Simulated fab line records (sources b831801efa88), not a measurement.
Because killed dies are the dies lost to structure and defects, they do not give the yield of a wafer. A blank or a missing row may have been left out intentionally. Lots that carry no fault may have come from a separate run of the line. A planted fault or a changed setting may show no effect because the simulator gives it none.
What tool caused it? | flow sky130 | 30 wafers from 10 lots sampled at 2 of the route's 708 steps

## WHAT THE GAUGES READ, wafer by wafer
SKY_METAL4_CD_MEAS_13: target cd 300 nm.
lot  | measured     | on        | cd_nm (nm)
L812 | day 41 16:49 | cd_sem-02 | 297.9 298.5 297.9
L814 | day 42 02:33 | cd_sem-02 | 299.7 299.3 299.6
L815 | day 42 12:44 | cd_sem-01 | 299.9 300.6 299.8
L819 | day 44 07:49 | cd_sem-02 | 299.7 301.2 299.6
L820 | day 44 09:28 | cd_sem-02 | 297.3 297.3 299.0
L821 | day 44 15:45 | cd_sem-02 | 301.4 299.6 299.9
L822 | day 45 05:08 | cd_sem-02 | 300.5 301.3 300.9
L827 | day 46 03:32 | cd_sem-01 | 299.7 298.6 300.2
L828 | day 46 17:08 | cd_sem-01 | 300.2 300.1 298.3
L835 | day 47 16:12 | cd_sem-01 | 301.1 300.9 300.7

## WHICH TOOL RAN EACH LOT (tool, then ch and the chambers of the sampled wafers, then the start)
lot  | SKY_CAP2M_METAL_ETCH_13
L812 | rie_metal-04 ch 1, day 40 16:28
L814 | rie_metal-04 ch 1, day 41 02:17
L815 | rie_metal-01 ch 0, day 41 12:25
L819 | rie_metal-04 ch 0,1, day 43 08:47
L820 | rie_metal-04 ch 0,1, day 43 10:50
L821 | rie_metal-01 ch 1, day 43 16:41
L822 | rie_metal-04 ch 0,1, day 44 06:46
L827 | rie_metal-02 ch 0,1, day 45 06:11
L828 | rie_metal-04 ch 0,1, day 45 20:22
L835 | rie_metal-01 ch 0,1, day 46 20:20
- SKY_CAP2M_METAL_ETCH_13: etches TiN in Cl2/BCl3, stops on SiO2, target depth 220 nm, time 62.9 s.

## WHAT THE TOOLS THEMSELVES READ (means of the sampled wafers that have a number; where no wafer has one, the mark that the record gives instead)
SKY_CAP2M_METAL_ETCH_13.
lot  | tool         | drypump_motor_current_A (A) | oes_product_au (a.u.) | rf_fwd_power_W (W) | throttle_valve_pct (%)
L812 | rie_metal-04 | 6.1                         | 0.946                 | 886                | 21.890
L814 | rie_metal-04 | 6.1                         | 0.937                 | 893                | 21.902
L815 | rie_metal-01 | 5.2                         | 0.941                 | 890                | 21.904
L819 | rie_metal-04 | 5.7                         | 0.941                 | 896                | 21.905
L820 | rie_metal-04 | 5.7                         | 0.936                 | 893                | 21.902
L821 | rie_metal-01 | 6.6                         | 0.938                 | 895                | 21.907
L822 | rie_metal-04 | 5.3                         | 0.949                 | 892                | 21.894
L827 | rie_metal-02 | 6.2                         | 0.943                 | 894                | 21.897
L828 | rie_metal-04 | 5.3                         | 0.931                 | 894                | 21.905
L835 | rie_metal-01 | 5.7                         | 0.941                 | 892                | 21.907

## THE ANSWER, worked out from the rows above alone
Rule: what is usual is taken from the lots themselves. Put in order of their means at a reading, lots are off if they are a third of the lots or fewer, leave a main group of 4 or more, and stand apart from it by a gap of 3 or more times the standard deviation of the main group's means; of several such gaps the widest counts. Not used: any main group whose means are identical at the precision the tables above print for the reading. Also off: a lot with no number at a reading for which 4 or more lots have one. All remaining lots with rows at the step are treated as sound. The gauges are gone through in route order, then the tools' own readings, and for those a lot's mean is taken as printed above. The first step at which some lot is off is used, and at that step the reading that is off furthest; a lot without a number counts as furthest.
No lot is off on any of the readings shown, so nothing can be concluded from this.

## WHAT THE SIMULATOR PUT IN
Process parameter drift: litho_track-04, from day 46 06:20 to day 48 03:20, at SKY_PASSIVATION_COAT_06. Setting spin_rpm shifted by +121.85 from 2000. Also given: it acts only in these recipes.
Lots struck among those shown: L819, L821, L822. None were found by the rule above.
